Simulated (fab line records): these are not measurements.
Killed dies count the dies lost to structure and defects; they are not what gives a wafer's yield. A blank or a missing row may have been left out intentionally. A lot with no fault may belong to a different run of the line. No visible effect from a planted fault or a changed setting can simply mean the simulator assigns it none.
Which tool was responsible?    flow gf180mcu    13 lots, 39 wafers sampled, at 4 steps of a route of 602

WHAT THE GAUGES READ, wafer by wafer
GF_STI_THK_MEAS_30.
lot   measured     on            STI_OXIDATION_02_THK (nm)
L944  day 2 05:41  filmMetro-04  9.88 9.84 10.01
L946  day 2 18:55  filmMetro-01  10.01 10.04 10.00
L948  day 3 02:07  filmMetro-04  9.79 9.93 9.73
L949  day 3 09:42  filmMetro-02  9.85 9.91 9.92
L952  day 4 07:41  filmMetro-04  10.15 10.22 10.18
L953  day 4 15:25  filmMetro-01  10.08 9.83 10.08
L954  day 4 19:41  filmMetro-04  9.86 9.90 9.77
L955  day 4 19:43  filmMetro-01  9.96 10.06 10.05
L956  day 5 03:30  filmMetro-02  10.11 10.07 10.08
L959  day 5 15:57  filmMetro-02  9.97 10.08 10.08
L962  day 6 03:22  filmMetro-04  10.13 10.28 9.98
L965  day 6 22:02  filmMetro-04  9.86 9.91 10.05
L967  day 7 03:56  filmMetro-02  9.98 10.00 9.73

GF_VT_IMPLANT_TW_MEAS_21.
lot   measured      on            VT_IMPLANT_2_TW
L944  day 6 02:41   filmMetro-01  1217 1212 1213
L946  day 6 19:37   filmMetro-01  1210 1215 1212
L948  day 7 02:45   filmMetro-04  1219 1218 1218
L949  day 7 13:11   filmMetro-03  1227 1218 1225
L952  day 8 14:21   filmMetro-03  1216 1213 1214
L953  day 9 01:29   filmMetro-04  1208 1203 1199
L954  day 9 08:41   filmMetro-03  1151 1148 1150
L955  day 9 07:58   filmMetro-04  1134 1137 1136
L956  day 9 19:13   filmMetro-01  1135 1122 1127
L959  day 10 11:39  filmMetro-03  1220 1208 1216
L962  day 10 22:08  filmMetro-01  1206 1205 1199
L965  day 11 23:56  filmMetro-01  1211 1210 1218
L967  day 12 06:12  filmMetro-01  1204 1204 1202

WHAT TOOL EACH LOT RAN ON (gives the tool, then ch and the chambers of the sampled wafers, and finally the start)
lot   GF_MVSD_STRIP_10                    GF_VT_IMPLANT_IMPLANT_19
L944  plasmaAsher-02 ch 0,1, day 4 10:35  implanter-04 ch 0, day 6 02:28
L946  plasmaAsher-01 ch 0,1, day 5 00:11  implanter-04 ch 0, day 6 19:22
L948  plasmaAsher-01 ch 0,1, day 5 06:40  implanter-02 ch 0, day 7 02:32
L949  plasmaAsher-03 ch 0, day 5 15:46    implanter-04 ch 0, day 7 12:56
L952  plasmaAsher-02 ch 0,1, day 6 14:28  implanter-04 ch 0, day 8 14:08
L953  plasmaAsher-01 ch 0,1, day 7 01:23  implanter-04 ch 0, day 9 01:14
L954  plasmaAsher-03 ch 0,1, day 7 06:47  implanter-04 ch 0, day 9 08:28
L955  plasmaAsher-01 ch 0,1, day 7 06:24  implanter-04 ch 0, day 9 07:46
L956  plasmaAsher-02 ch 0,1, day 7 15:29  implanter-04 ch 0, day 9 18:58
L959  plasmaAsher-02 ch 0,1, day 8 06:19  implanter-02 ch 0, day 10 11:26
L962  plasmaAsher-03 ch 0,1, day 8 18:20  implanter-03 ch 0, day 10 21:53
L965  plasmaAsher-02 ch 0,1, day 9 16:41  implanter-03 ch 0, day 11 23:42
L967  plasmaAsher-03 ch 0,1, day 9 21:55  implanter-02 ch 0, day 12 05:59
- GF_MVSD_STRIP_10: strips in O2/N2.
- GF_VT_IMPLANT_IMPLANT_19

AS READ BY THE TOOLS THEMSELVES (means over the sampled wafers that have a number; for cases with no such wafer, the mark the record gives instead)
GF_MVSD_STRIP_10.
lot   tool            drypumpMotorCurrentA (A)  heaterPowerW (W)  oesProductAu (a.u.)  stripTimeToEndpointS (s)
L944  plasmaAsher-02  6.2                       309               0.726                36.93
L946  plasmaAsher-01  5.6                       332               0.726                36.99
L948  plasmaAsher-01  5.6                       329               0.722                36.83
L949  plasmaAsher-03  5.8                       310               0.719                36.93
L952  plasmaAsher-02  6.2                       309               0.722                37.03
L953  plasmaAsher-01  5.4                       341               0.722                37.03
L954  plasmaAsher-03  6.5                       343               0.727                36.92
L955  plasmaAsher-01  5.4                       340               0.725                36.89
L956  plasmaAsher-02  6.0                       310               0.719                36.96
L959  plasmaAsher-02  6.0                       309               0.728                37.04
L962  plasmaAsher-03  6.1                       324               0.720                36.95
L965  plasmaAsher-02  6.2                       310               0.724                36.98
L967  plasmaAsher-03  6.1                       328               0.721                36.99

GF_VT_IMPLANT_IMPLANT_19.
lot   tool          beamEnergyKeV  faradayCurrentUA
L944  implanter-04  100.00         24.3
L946  implanter-04  99.98          24.5
L948  implanter-02  100.00         24.8
L949  implanter-04  100.02         24.1
L952  implanter-04  100.05         24.5
L953  implanter-04  99.97          24.3
L954  implanter-04  80.37          24.8
L955  implanter-04  80.39          24.6
L956  implanter-04  80.35          24.8
L959  implanter-02  100.04         24.7
L962  implanter-03  99.99          24.4
L965  implanter-03  100.03         24.9
L967  implanter-02  100.02         24.3

THE ANSWER, worked out from the rows above alone
Rule: the lots themselves supply what counts as usual. The widest of any qualifying gaps counts: lots, ordered by their means at a reading, are off when they make up no more than a third of the lots, leave a main group of 4 or more, and stand apart from it by 3 or more times the standard deviation of that group's means. If all means in a main group match to the digits the tables above print for the reading, that group is not used. Also off: a lot with no number at a reading for which 4 or more lots have one. Where the step has rows for the other lots, those lots are counted as sound. Order of review: gauges by route order, followed by the tools' own readings, for which a lot's mean as printed above is used. The first step at which some lot is off is used, and at that step the reading that is off furthest; a lot without a number counts as furthest.
Off: at GF_VT_IMPLANT_TW_MEAS_21 (VT_IMPLANT_2_TW), L954, L955, L956. The main group has a mean of 1212 with a standard deviation of 6.4.
If a tool, at a process step before that reading, ran all the lots that are off and no sound lot after the first of them, it fits. The gauges at GF_VT_IMPLANT_TW_MEAS_21 aren't tried: what is off there is off at GF_VT_IMPLANT_IMPLANT_19 too, on other tools, and a gauge's error can't cause that. One fits: GF_VT_IMPLANT_IMPLANT_19 on implanter-04. Its last sound lot is L953 (day 9 01:14), its first lot that is off L955 (day 9 07:46): a fault that began between those two fits.
The tool's own readings at GF_VT_IMPLANT_IMPLANT_19 bear it out: on the lots that are off they differ by more than 5 times the standard deviation of the sound lots' means. beamEnergyKeV reads 80.37 there against 100.01 on the sound lots.

WHAT THE SIMULATOR HAD INSERTED
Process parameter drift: implanter-04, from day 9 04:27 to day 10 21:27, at GF_VT_IMPLANT_IMPLANT_19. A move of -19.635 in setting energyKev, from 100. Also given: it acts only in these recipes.
Lots struck among those shown: L954, L955, L956. The rule given above showed the same thing.
